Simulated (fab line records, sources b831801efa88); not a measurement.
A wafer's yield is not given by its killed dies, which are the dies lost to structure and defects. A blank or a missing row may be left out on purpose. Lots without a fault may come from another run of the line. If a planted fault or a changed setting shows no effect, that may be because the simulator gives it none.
fab line records | flow sky130
record: lots: 24 wafers: 72 last_day: 51
route steps=708 shown SD_P@330 LI_CONTACT@378 LOCAL_INTERCONNECT@387 METAL1@449 METAL4@631 VIA4@650
lots that met no fault: taken from a fault-free run of the same line
start_h: start of the lot's first displayed wafer, in hours after the record's first day | wait_h: how many hours have passed since the lot's step before this one | " identical to the entry in the row above | L1.1+2: a single row standing in for several wafers | - no value, or no start was given | * or withheld: withheld | < > ~ a bound
route shown NAME@n: names a module that has steps shown in the file, with the first one's number in the route | usual: mean/standard deviation of fault-free wafers | same: alike in all rows | chamber/n: place in a boat | sites: each site's reading | _std_site: standard deviation across them | _edge_site: inner sites' mean taken away from outer sites' mean | radius_mm: how far each site lies from the wafer's centre | mask NAME#n: copy n | behind: tool/chamber where the wafer was last shaped | hold: cause of the lot's hold/its duration in hours/its outcome | device: names the non-switching transistor (n, p or np) | end of line: tests of these same wafers at the route's end | where a step has no rows: the recipe by itself | killed: count of dies lost to structure and defects at first sort (not the wafer's yield) | map: dies across one wafer; x = killed, . = not, _ = none there
set.NAME: setting as actually run; set.NAME@STEP: the setting as run at that earlier step | model.NAME: the simulator's own value behind a step, which no gauge read
the route's steps for a sample of lots (tables are steps, rows are wafers)
services: the hour from which a tool's chamber was out of use, counted from the record's first day as start_h (under 0 if before that day), plus the number of hours and why
== steps ==
step: SKY_SD_P_STRIP_10
recipe: chemistry: O2/N2 power_w: 1400 pressure_mtorr: 1500 platen_temp_c: withheld o2_flow_sccm: 3000 n2_flow_sccm: 300 overash_fraction: 0.5
usual: drypump_motor_current_A: 5.7/0.38 oes_product_au: 0.617/0.0039 strip_time_to_endpoint_s: 17.49/0.044
columns lot.wafer tool chamber start_h wait_h drypump_motor_current_A oes_product_au rf_hours_counter_h strip_time_to_endpoint_s
L075.1 plasma_asher-02 1 619.06 0.1 6.3 0.617 44 17.57
L075.3 " 0 " " 5.7 0.619 - 17.54
L075.5 " 1 " " 6.3 0.616 - 17.55
L074.1 plasma_asher-01 1 619.80 0.1 5.7 0.619 93 17.44
L074.4 " 1 " " 5.7 0.613 - 17.44
L074.5 " 0 " " 5.0 0.621 - 17.47
L076.2 plasma_asher-03 1 631.85 0.1 5.6 0.627 82 17.59
L076.5 " 0 " " 5.7 0.621 - 17.56
L076.6 " 1 " " 5.6 0.621 - 17.57
L077.3 plasma_asher-02 0 634.59 0.1 5.7 0.621 - 17.49
L077.4 " 1 " " 6.3 0.617 - 17.45
L077.5 " 1 " " 6.4 0.616 - 17.47
L078.2 plasma_asher-01 1 642.55 0.1 5.7 0.623 95 17.49
L078.3 " 1 " " 5.7 0.618 - 17.49
L078.6 " 1 " " 5.7 0.616 - 17.54
L079.3 plasma_asher-02 1 653.54 0.1 6.4 0.617 - 17.54
L079.5 " 1 " " 6.4 0.615 - 17.54
L079.6 " 0 " " 5.7 0.616 - 17.53
L080.1 plasma_asher-02 1 661.48 0.1 6.3 0.618 48 17.48
L080.2 " 0 " " 5.7 0.614 48 17.49
L080.5 " 1 " " 6.3 0.617 - 17.50
L081.1 plasma_asher-01 1 669.45 0.1 5.7 0.621 98 17.46
L081.4 " 1 " " 5.7 0.612 - 17.55
L081.5 " 1 " " 5.7 0.624 - 17.54
L082.1 plasma_asher-03 1 672.90 0.1 5.6 0.612 86 17.51
L082.3 " 0 " " 5.7 0.614 - 17.50
L082.6 " 1 " " 5.6 0.617 - 17.49
L083.2 plasma_asher-01 0 676.01 0.1 5.0 0.620 99 17.49
L083.4 " 0 " " 5.0 0.617 - 17.51
L083.6 " 0 " " 5.0 0.616 - 17.53
L084.1 plasma_asher-03 1 685.26 0.1 5.6 0.621 87 17.44
L084.5 " 1 " " 5.6 0.611 - 17.48
L084.6 " 0 " " 5.7 0.619 - 17.52
L085.4 plasma_asher-03 0 695.21 0.1 5.7 0.615 - 17.40
L085.5 " 0 " " 5.7 0.618 - 17.40
L085.6 " 1 " " 5.6 0.625 - 17.40
L086.1 plasma_asher-03 0 714.25 0.1 5.7 0.619 90 17.42
L086.3 " 0 " " 5.7 0.620 - 17.46
L086.6 " 0 " " 5.7 0.608 - 17.45
L087.2 plasma_asher-01 0 715.15 0.1 5.0 0.616 103 17.38
L087.4 " 0 " " 5.0 0.618 - 17.42
L087.6 " 1 " " 5.7 0.619 - 17.46
L088.1 plasma_asher-01 0 725.75 0.1 5.0 0.617 104 17.46
L088.4 " 1 " " 5.7 0.613 - 17.46
L088.6 " 1 " " 5.7 0.611 - 17.45
L089.2 plasma_asher-02 0 726.05 0.1 5.7 0.620 53 17.52
L089.3 " 0 " " 5.7 0.617 - 17.50
L089.4 " 1 " " 6.3 0.617 - 17.48
L090.1 plasma_asher-03 0 730.25 0.1 5.7 0.612 92 17.53
L090.3 " 0 " " 5.7 0.624 - 17.46
L090.4 " 1 " " 5.6 0.618 - 17.52
L091.3 plasma_asher-03 1 742.49 0.1 5.6 0.613 - 17.46
L091.5 " 0 " " 5.7 0.620 - 17.48
L091.6 " 1 " " 5.6 0.620 - 17.50
L092.1 plasma_asher-02 0 746.11 0.1 5.7 0.618 56 17.49
L092.3 " 1 " " 6.3 0.612 - 17.48
L092.6 " 1 " " 6.3 0.616 - 17.49
L093.2 plasma_asher-03 1 756.56 0.1 5.6 0.617 95 17.46
L093.3 " 1 " " 5.6 0.619 - 17.49
L093.5 " 0 " " 5.7 0.608 - 17.49
L094.1 plasma_asher-01 0 763.76 0.1 5.0 0.614 2 17.55
L094.3 " 0 " " 5.0 0.614 - 17.55
L094.5 " 1 " " 5.7 0.619 - 17.51
L095.1 plasma_asher-03 1 778.25 0.1 5.6 0.614 97 17.46
L095.3 " 0 " " 5.7 0.626 - 17.46
L095.6 " 1 " " 5.6 0.617 - 17.48
L096.2 plasma_asher-02 1 781.05 0.1 6.3 0.616 60 17.41
L096.5 " 0 " " 5.7 0.616 - 17.48
L096.6 " 1 " " 6.3 0.615 - 17.45
L097.4 plasma_asher-02 0 785.99 0.1 5.7 0.619 - 17.50
L097.5 " 0 " " 5.7 0.614 - 17.51
L097.6 " 1 " " 6.3 0.617 - 17.51
step: SKY_LI_CONTACT_STRIP_16
recipe: chemistry: O2/N2 power_w: 1400 pressure_mtorr: 1500 platen_temp_c: withheld o2_flow_sccm: 3000 n2_flow_sccm: 300 overash_fraction: 0.5
usual: drypump_motor_current_A: 5.8/0.43 oes_product_au: 0.376/0.005 strip_time_to_endpoint_s: 3.49/0.039
columns lot.wafer tool chamber start_h wait_h drypump_motor_current_A oes_product_au rf_hours_counter_h strip_time_to_endpoint_s
L075.1 plasma_asher-01 1 708.23 - 5.7 0.373 102 3.47
L075.3 " 0 " " 5.0 0.365 - 3.48
L075.5 " 1 " " 5.7 0.377 - 3.49
L074.1 plasma_asher-02 1 708.69 - 6.3 0.384 53 3.53
L074.4 " 1 " " 6.3 0.385 - 3.49
L074.5 " 0 " " 5.7 0.372 - 3.51
L076.2 plasma_asher-04 0 719.13 - 6.2 0.366 29 3.43
L076.5 " 0 " " 6.2 0.372 - 3.45
L076.6 " 1 " " 5.7 0.380 - 3.53
L077.3 plasma_asher-04 0 722.15 - 6.1 0.373 - 3.46
L077.4 " 1 " " 5.7 0.379 - 3.42
L077.5 " 0 " " 6.2 0.379 - 3.44
L078.2 plasma_asher-04 0 730.39 - 6.3 0.373 30 3.45
L078.3 " 0 " " 6.1 0.381 - 3.50
L078.6 " 0 " " 6.2 0.380 - 3.48
L079.3 plasma_asher-04 0 741.17 - 6.2 0.383 - 3.51
L079.5 " 1 " " 5.7 0.381 - 3.51
L079.6 " 0 " " 6.2 0.377 - 3.50
L080.1 plasma_asher-02 1 747.54 - 6.4 0.383 56 3.54
L080.2 " 0 " " 5.7 0.374 56 3.45
L080.5 " 1 " " 6.4 0.382 - 3.48
L081.1 plasma_asher-02 0 755.06 - 5.7 0.373 57 3.44
L081.4 " 1 " " 6.3 0.384 - 3.52
L081.5 " 1 " " 6.3 0.375 - 3.45
L082.1 plasma_asher-01 0 760.14 - 5.0 0.380 2 3.51
L082.3 " 1 " " 5.7 0.372 - 3.40
L082.6 " 1 " " 5.7 0.375 - 3.52
L083.2 plasma_asher-01 0 761.84 - 5.0 0.371 2 3.52
L083.4 " 1 " " 5.7 0.376 - 3.46
L083.6 " 1 " " 5.7 0.382 - 3.52
L084.1 plasma_asher-02 1 772.34 - 6.3 0.376 59 3.44
L084.5 " 0 " " 5.7 0.371 - 3.44
L084.6 " 1 " " 6.3 0.376 - 3.56
L085.4 plasma_asher-04 1 780.37 - 5.7 0.377 - 3.51
L085.5 " 0 " " 6.2 0.380 - 3.47
L085.6 " 1 " " 5.7 0.378 - 3.46
L086.1 plasma_asher-02 0 799.89 - 5.7 0.370 61 3.53
L086.3 " 1 " " 6.3 0.380 - 3.54
L086.6 " 0 " " 5.7 0.381 - 3.51
L087.2 plasma_asher-02 1 800.58 - 6.4 0.380 61 3.47
L087.4 " 0 " " 5.7 0.376 - 3.57
L087.6 " 0 " " 5.7 0.374 - 3.48
L088.1 plasma_asher-02 1 809.43 - 6.4 0.381 62 3.58
L088.4 " 1 " " 6.4 0.372 - 3.44
L088.6 " 0 " " 5.7 0.372 - 3.54
L089.2 plasma_asher-01 0 809.78 - 5.0 0.372 7 3.52
L089.3 " 1 " " 5.7 0.369 - 3.49
L089.4 " 0 " " 5.0 0.373 - 3.48
L090.1 plasma_asher-02 0 813.64 - 5.7 0.377 62 3.51
L090.3 " 0 " " 5.7 0.371 - 3.47
L090.4 " 1 " " 6.3 0.376 - 3.49
L091.3 plasma_asher-01 0 826.51 - 5.0 0.368 - 3.52
L091.5 " 0 " " 5.0 0.375 - 3.47
L091.6 " 1 " " 5.7 0.383 - 3.57
L092.1 plasma_asher-02 1 830.24 - 6.3 0.368 64 3.49
L092.3 " 0 " " 5.7 0.378 - 3.52
L092.6 " 0 " " 5.7 0.372 - 3.54
L093.2 plasma_asher-01 1 840.18 - 5.7 0.373 10 3.46
L093.3 " 1 " " 5.7 0.375 - 3.49
L093.5 " 0 " " 5.0 0.381 - 3.49
L094.1 plasma_asher-02 1 845.69 - 6.3 0.382 66 3.52
L094.3 " 0 " " 5.7 0.375 - 3.50
L094.5 " 1 " " 6.3 0.377 - 3.54
L095.1 plasma_asher-04 0 861.18 - 6.2 0.386 42 3.51
L095.3 " 0 " " 6.2 0.372 - 3.55
L095.6 " 1 " " 5.7 0.368 - 3.51
L096.2 plasma_asher-01 0 863.54 - 5.0 0.374 12 3.53
L096.5 " 1 " " 5.7 0.373 - 3.48
L096.6 " 0 " " 5.0 0.374 - 3.54
L097.4 plasma_asher-04 1 868.03 - 5.7 0.372 - 3.47
L097.5 " 0 " " 6.2 0.378 - 3.46
L097.6 " 1 " " 5.7 0.376 - 3.53
step: SKY_LOCAL_INTERCONNECT_SPUTTER_00
recipe: material: TiN target_thk_nm: 100 temp_c: 300 power_w: 6500 time_s: 83.3 chamber_pressure_pa: 0.4
usual: cathode_dc_power_W: 6500.0/1.1 chamber_pressure_pa: 0.3999/0.0007 throttle_valve_pct: 30.1/0.96
columns lot.wafer tool chamber start_h wait_h cathode_dc_power_W chamber_pressure_pa throttle_valve_pct
L075.1 pvd_sputter-01 - 709.27 0.2 6499.7 0.3999 31.5
L075.3 " - " " 6498.3 0.3985 28.8
L075.5 " - " " 6501.1 0.3988 31.4
L074.1 pvd_sputter-04 - 709.72 0.2 6501.6 0.4003 29.9
L074.4 " - " " 6500.5 0.3993 31.7
L074.5 " - " " 6498.9 0.4005 29.4
L076.2 pvd_sputter-02 - 720.17 0.1 6500.4 0.3991 31.2
L076.5 " - " " 6499.7 0.4001 30.9
L076.6 " - " " 6501.7 0.3993 29.6
L077.3 pvd_sputter-01 - 723.15 0.1 6499.3 0.3998 28.7
L077.4 " - " " 6501.1 0.4003 30.4
L077.5 " - " " 6498.1 0.4002 28.9
L078.2 pvd_sputter-01 - 731.44 0.2 6498.9 0.4000 28.8
L078.3 " - " " 6498.9 0.4004 30.2
L078.6 " - " " 6499.5 0.4000 30.5
L079.3 pvd_sputter-04 - 742.17 0.1 6499.4 0.4001 29.7
L079.5 " - " " 6499.8 0.4001 31.1
L079.6 " - " " 6499.2 0.3988 29.8
L080.1 pvd_sputter-01 - 748.61 0.2 6501.4 0.4000 28.8
L080.2 " - " " 6498.7 0.3997 31.7
L080.5 " - " " 6499.3 0.3978 28.9
L081.1 pvd_sputter-02 - 756.10 0.2 6501.2 0.4002 29.7
L081.4 " - " " 6499.0 0.4007 31.1
L081.5 " - " " 6503.1 0.4001 29.7
L082.1 pvd_sputter-01 - 761.17 0.2 6500.7 0.4009 31.7
L082.3 " - " " 6500.3 0.4000 30.2
L082.6 " - " " 6498.6 0.3998 28.9
L083.2 pvd_sputter-01 - 762.87 0.2 6498.5 0.3999 28.6
L083.4 " - " " 6499.2 0.4007 28.9
L083.6 " - " " 6499.5 0.3988 30.2
L084.1 pvd_sputter-01 - 773.39 0.2 6499.5 0.4006 30.5
L084.5 " - " " 6500.2 0.3996 30.0
L084.6 " - " " 6499.5 0.4007 31.5
L085.4 pvd_sputter-04 - 781.41 0.1 6498.1 0.3992 31.0
L085.5 " - " " 6500.0 0.3997 31.4
L085.6 " - " " 6500.3 0.3996 30.6
L086.1 pvd_sputter-01 - 800.92 0.1 6499.7 0.3994 30.6
L086.3 " - " " 6500.8 0.3983 31.6
L086.6 " - " " 6501.7 0.4005 29.2
L087.2 pvd_sputter-02 - 801.63 0.2 6498.6 0.4004 30.1
L087.4 " - " " 6500.5 0.4006 31.1
L087.6 " - " " 6501.4 0.4002 31.2
L088.1 pvd_sputter-02 - 810.47 0.2 6498.7 0.3986 30.0
L088.4 " - " " 6499.0 0.4011 31.0
L088.6 " - " " 6499.6 0.3991 30.0
L089.2 pvd_sputter-01 - 810.85 0.1 6500.7 0.3990 29.0
L089.3 " - " " 6499.5 0.3998 28.8
L089.4 " - " " 6499.8 0.3997 30.4
L090.1 pvd_sputter-02 - 814.71 0.2 6502.5 0.3993 29.7
L090.3 " - " " 6497.2 0.3992 30.9
L090.4 " - " " 6498.0 0.3999 29.4
L091.3 pvd_sputter-02 - 827.72 0.1 6500.4 0.3979 29.4
L091.5 " - " " 6499.9 0.4003 29.9
L091.6 " - " " 6500.0 0.3997 31.4
L092.1 pvd_sputter-01 - 832.73 0.1 6502.2 0.4008 28.8
L092.3 " - " " 6500.1 0.4004 30.2
L092.6 " - " " 6500.1 0.3999 30.2
L093.2 pvd_sputter-02 - 841.23 0.2 6498.7 0.3997 29.7
L093.3 " - " " 6502.3 0.3990 29.6
L093.5 " - " " 6498.6 0.3999 31.1
L094.1 pvd_sputter-01 - 846.74 0.1 6501.4 0.4001 29.0
L094.3 " - " " 6500.5 0.3998 31.6
L094.5 " - " " 6499.9 0.4002 31.6
L095.1 pvd_sputter-04 - 862.22 0.1 6499.5 0.4006 31.1
L095.3 " - " " 6498.9 0.4002 29.9
L095.6 " - " " 6499.7 0.3994 29.9
L096.2 pvd_sputter-04 - 864.76 0.2 6498.6 0.3991 29.9
L096.5 " - " " 6499.2 0.4001 30.0
L096.6 " - " " 6501.6 0.4001 29.9
L097.4 pvd_sputter-04 - 869.09 0.1 6500.0 0.4010 31.5
L097.5 " - " " 6501.7 0.4004 29.9
L097.6 " - " " 6500.2 0.4010 31.5
step: SKY_METAL1_CD_MEAS_15
recipe: target_cd_nm: 140
usual: cd_nm: 139.9/1.3
columns lot.wafer tool chamber start_h wait_h cd_nm
L075.1 cd_sem-02 - 795.65 - 139.0
L075.3 " - " " 138.8
L075.5 " - " " 138.7
L074.1 cd_sem-02 - 797.15 - 138.2
L074.4 " - " " 138.5
L074.5 " - " " 140.0
L076.2 cd_sem-01 - 806.85 - 138.6
L076.5 " - " " 139.7
L076.6 " - " " 138.4
L077.3 cd_sem-01 - 808.64 - 140.8
L077.4 " - " " 140.0
L077.5 " - " " 139.0
L078.2 cd_sem-02 - 818.42 - 140.6
L078.3 " - " " 138.8
L078.6 " - " " 139.6
L079.3 cd_sem-02 - 827.59 - 138.8
L079.5 " - " " 140.1
L079.6 " - " " 140.3
L080.1 cd_sem-01 - 832.30 - 139.7
L080.2 " - " " 138.7
L080.5 " - " " 138.2
L081.1 cd_sem-02 - 841.15 - 139.1
L081.4 " - " " 139.1
L081.5 " - " " 136.7
L082.1 cd_sem-02 - 844.25 - 141.1
L082.3 " - " " 140.8
L082.6 " - " " 142.5
L083.2 cd_sem-02 - 848.40 - 140.9
L083.4 " - " " 141.5
L083.6 " - " " 140.1
L084.1 cd_sem-02 - 860.40 - 140.6
L084.5 " - " " 141.0
L084.6 " - " " 141.6
L085.4 cd_sem-02 - 866.16 - 138.0
L085.5 " - " " 139.2
L085.6 " - " " 137.9
L086.1 cd_sem-02 - 887.40 - 139.0
L086.3 " - " " 140.2
L086.6 " - " " 140.4
L087.2 cd_sem-01 - 888.10 - 137.5
L087.4 " - " " 139.2
L087.6 " - " " 138.9
L088.1 cd_sem-01 - 894.03 - 138.1
L088.4 " - " " 139.9
L088.6 " - " " 139.3
L089.2 cd_sem-01 - 895.17 - 142.5
L089.3 " - " " 142.3
L089.4 " - " " 140.8
L090.1 cd_sem-02 - 900.35 - 139.9
L090.3 " - " " 139.3
L090.4 " - " " 141.6
L091.3 cd_sem-02 - 911.09 - 138.3
L091.5 " - " " 139.1
L091.6 " - " " 141.5
L092.1 cd_sem-02 - 914.48 - 139.5
L092.3 " - " " 140.2
L092.6 " - " " 140.6
L093.2 cd_sem-01 - 924.42 - 140.4
L093.3 " - " " 142.2
L093.5 " - " " 141.1
L094.1 cd_sem-01 - 929.08 - 140.6
L094.3 " - " " 141.1
L094.5 " - " " 139.7
L095.1 cd_sem-01 - 944.33 - 138.6
L095.3 " - " " 138.8
L095.6 " - " " 138.5
L096.2 cd_sem-02 - 946.70 - 142.0
L096.5 " - " " 142.1
L096.6 " - " " 139.9
L097.4 cd_sem-01 - 950.81 - 140.3
L097.5 " - " " 140.9
L097.6 " - " " 141.0
step: SKY_METAL4_DESCUM_15
recipe: chemistry: O2 source_power_w: 150 bias_power_w: 0 pressure_mtorr: 10 temp_c: 40 time_s: 8
usual: drypump_motor_current_A: 5.7/0.51 oes_product_au: 1.002/0.0073
same: bias_power_w: 0
columns lot.wafer tool chamber start_h wait_h drypump_motor_current_A oes_product_au rf_hours_counter_h
L075.1 rie_metal-02 1 1011.30 0.0 6.3 1.008 15
L075.3 " 1 " " 6.3 1.008 -
L075.5 " 0 " " 6.1 0.993 -
L074.1 rie_metal-04 0 1012.44 0.0 6.3 0.990 18
L074.4 " 1 " " 5.6 1.011 -
L074.5 " 1 " " 5.6 1.012 -
L076.2 rie_metal-03 1 1023.29 0.0 5.1 1.008 6
L076.5 " 1 " " 5.2 1.008 -
L076.6 " 0 " " 5.1 1.010 -
L077.3 rie_metal-02 0 1023.95 0.0 6.1 1.001 -
L077.4 " 1 " " 6.2 1.002 -
L077.5 " 0 " " 6.1 0.986 -
L078.2 rie_metal-02 1 1033.94 0.0 6.3 1.000 16
L078.3 " 0 " " 6.1 1.006 -
L078.6 " 1 " " 6.2 1.000 -
L079.3 rie_metal-04 1 1039.47 0.0 5.6 1.006 -
L079.5 " 1 " " 5.5 1.010 -
L079.6 " 0 " " 6.3 0.988 -
L080.1 rie_metal-03 0 1046.34 0.0 5.1 1.018 17
L080.2 " 1 " " 5.1 1.007 8
L080.5 " 0 " " 5.1 1.006 -
L081.1 rie_metal-03 1 1054.41 0.0 5.2 1.014 9
L081.4 " 1 " " 5.2 0.999 -
L081.5 " 0 " " 5.1 1.011 -
L082.1 rie_metal-03 1 1055.95 0.0 5.2 1.008 9
L082.3 " 0 " " 5.2 1.007 -
L082.6 " 1 " " 5.2 1.001 -
L083.2 rie_metal-03 0 1060.64 0.0 5.1 1.009 18
L083.4 " 0 " " 5.2 1.003 -
L083.6 " 1 " " 5.1 1.003 -
L084.1 rie_metal-03 1 1066.36 0.0 5.1 1.009 9
L084.5 " 0 " " 5.2 1.007 -
L084.6 " 1 " " 5.2 0.997 -
L085.4 rie_metal-03 0 1072.82 0.0 5.1 1.001 -
L085.5 " 0 " " 5.2 1.002 -
L085.6 " 0 " " 5.1 0.995 -
L087.2 rie_metal-02 0 1089.60 0.0 6.1 1.006 7
L087.4 " 1 " " 6.2 0.995 -
L087.6 " 1 " " 6.2 0.992 -
L086.1 rie_metal-04 1 1089.95 0.0 5.5 0.998 18
L086.3 " 0 " " 6.3 0.989 -
L086.6 " 0 " " 6.3 0.990 -
L088.1 rie_metal-02 0 1095.45 0.0 6.1 1.007 7
L088.4 " 1 " " 6.3 1.008 -
L088.6 " 1 " " 6.3 1.004 -
L089.2 rie_metal-03 0 1096.75 0.0 5.1 1.005 21
L089.3 " 0 " " 5.1 1.007 -
L089.4 " 1 " " 5.1 0.991 -
L090.1 rie_metal-03 0 1101.16 0.0 5.1 1.016 21
L090.3 " 0 " " 5.1 1.008 -
L090.4 " 1 " " 5.1 0.996 -
L091.3 rie_metal-04 0 1109.57 0.0 6.3 0.998 -
L091.5 " 1 " " 5.6 1.009 -
L091.6 " 0 " " 6.3 1.003 -
L092.1 rie_metal-02 1 1111.44 0.0 6.2 1.001 22
L092.3 " 0 " " 6.1 1.012 -
L092.6 " 1 " " 6.3 0.999 -
L093.2 rie_metal-03 1 1121.50 0.0 5.1 0.996 13
L093.3 " 1 " " 5.1 0.999 -
L093.5 " 0 " " 5.1 1.011 -
L094.1 rie_metal-02 0 1123.79 0.0 6.1 1.001 10
L094.3 " 1 " " 6.2 1.000 -
L094.5 " 0 " " 6.1 1.011 -
L095.1 rie_metal-02 1 1137.25 0.0 6.2 1.001 23
L095.3 " 1 " " 6.2 1.010 -
L095.6 " 1 " " 6.3 0.998 -
L096.2 rie_metal-02 1 1138.60 0.0 6.3 0.996 24
L096.5 " 1 " " 6.2 0.982 -
L096.6 " 0 " " 6.1 0.992 -
L097.4 rie_metal-02 0 1144.50 0.0 6.1 0.989 -
L097.5 " 1 " " 6.3 0.995 -
L097.6 " 0 " " 6.1 0.990 -
step: SKY_VIA4_OVL_MEAS_11
usual: VIA4_OVL: 1.3/1.5
columns lot.wafer tool chamber start_h wait_h VIA4_OVL[nm]
L075.1 overlay-01 - 1035.60 0.1 2.4
L075.3 " - " " 2.3
L075.5 " - " " 3.4
L074.1 overlay-01 - 1036.43 0.1 1.7
L074.4 " - " " 1.8
L074.5 " - " " 0.4
L076.2 overlay-01 - 1047.76 0.1 1.4
L076.5 " - " " 0.8
L076.6 " - " " -0.3
L077.3 overlay-01 - 1048.06 0.1 -3.3
L077.4 " - " " -1.6
L077.5 " - " " -2.2
L078.2 overlay-02 - 1058.21 0.1 2.4
L078.3 " - " " 0.8
L078.6 " - " " 3.1
L079.3 overlay-02 - 1063.12 0.1 2.0
L079.5 " - " " 1.4
L079.6 " - " " 2.2
L080.1 overlay-02 - 1070.26 0.1 -0.7
L080.2 " - " " -1.9
L080.5 " - " " 0.9
L081.1 overlay-01 - 1077.60 0.1 1.0
L081.4 " - " " 0.9
L081.5 " - " " 2.2
L082.1 overlay-02 - 1079.50 0.1 3.9
L082.3 " - " " 2.4
L082.6 " - " " 2.8
L083.2 overlay-02 - 1083.94 0.1 3.6
L083.4 " - " " 4.9
L083.6 " - " " 4.4
L084.1 overlay-01 - 1089.10 0.1 -1.1
L084.5 " - " " -0.1
L084.6 " - " " -1.4
L085.4 overlay-02 - 1096.42 0.1 1.8
L085.5 " - " " 2.0
L085.6 " - " " 1.3
L087.2 overlay-02 - 1112.36 0.1 2.4
L087.4 " - " " 3.6
L087.6 " - " " 2.8
L086.1 overlay-01 - 1112.36 0.1 1.2
L086.3 " - " " 0.1
L086.6 " - " " 1.6
L088.1 overlay-01 - 1117.03 0.1 -1.1
L088.4 " - " " 1.0
L088.6 " - " " 0.7
L089.2 overlay-02 - 1118.96 0.1 1.5
L089.3 " - " " 2.4
L089.4 " - " " 2.1
L090.1 overlay-01 - 1123.31 0.1 0.3
L090.3 " - " " -0.3
L090.4 " - " " 1.0
L091.3 overlay-02 - 1131.14 0.1 0.6
L091.5 " - " " 0.3
L091.6 " - " " -0.3
L092.1 overlay-02 - 1132.91 0.1 1.4
L092.3 " - " " 2.7
L092.6 " - " " 2.8
L093.2 overlay-02 - 1142.61 0.1 1.5
L093.3 " - " " 2.8
L093.5 " - " " 3.1
L094.1 overlay-02 - 1145.80 0.1 1.2
L094.3 " - " " 1.6
L094.5 " - " " 1.4
L095.1 overlay-01 - 1157.91 0.1 -0.9
L095.3 " - " " -0.3
L095.6 " - " " -0.1
L096.2 overlay-01 - 1159.86 0.1 2.4
L096.5 " - " " 2.0
L096.6 " - " " 2.8
L097.4 overlay-01 - 1164.60 0.1 2.1
L097.5 " - " " 1.4
L097.6 " - " " 1.0
== services ==
columns tool chamber start_h hours kind
rie_metal-02 - 600.11 1.4 pm
pvd_sputter-01 - 601.51 1.9 repair
plasma_asher-02 - 610.50 2.8 pm
plasma_asher-01 - 613.28 2.8 pm
rie_metal-02 - 632.17 0.4 repair
pvd_sputter-01 - 643.21 9.7 repair
plasma_asher-02 - 647.92 0.8 repair
pvd_sputter-01 - 657.12 39.4 repair
rie_metal-02 1 679.53 85.0 repair
plasma_asher-01 - 708.97 1.2 repair
plasma_asher-02 - 709.48 14.6 pm
pvd_sputter-01 - 714.30 1.2 repair
plasma_asher-01 - 733.75 9.0 pm
plasma_asher-02 - 737.52 0.7 repair
pvd_sputter-01 - 776.04 2.4 repair
plasma_asher-02 - 802.50 4.5 repair
plasma_asher-02 - 882.30 0.4 repair
plasma_asher-01 - 894.47 7.6 repair
plasma_asher-02 - 953.58 6.3 repair
plasma_asher-01 - 964.30 4.3 pm
pvd_sputter-01 - 1018.39 15.8 repair
plasma_asher-02 - 1067.98 1.8 repair
plasma_asher-02 - 1102.45 1.2 repair
pvd_sputter-01 - 1110.11 2.6 repair
== key ==
fault none
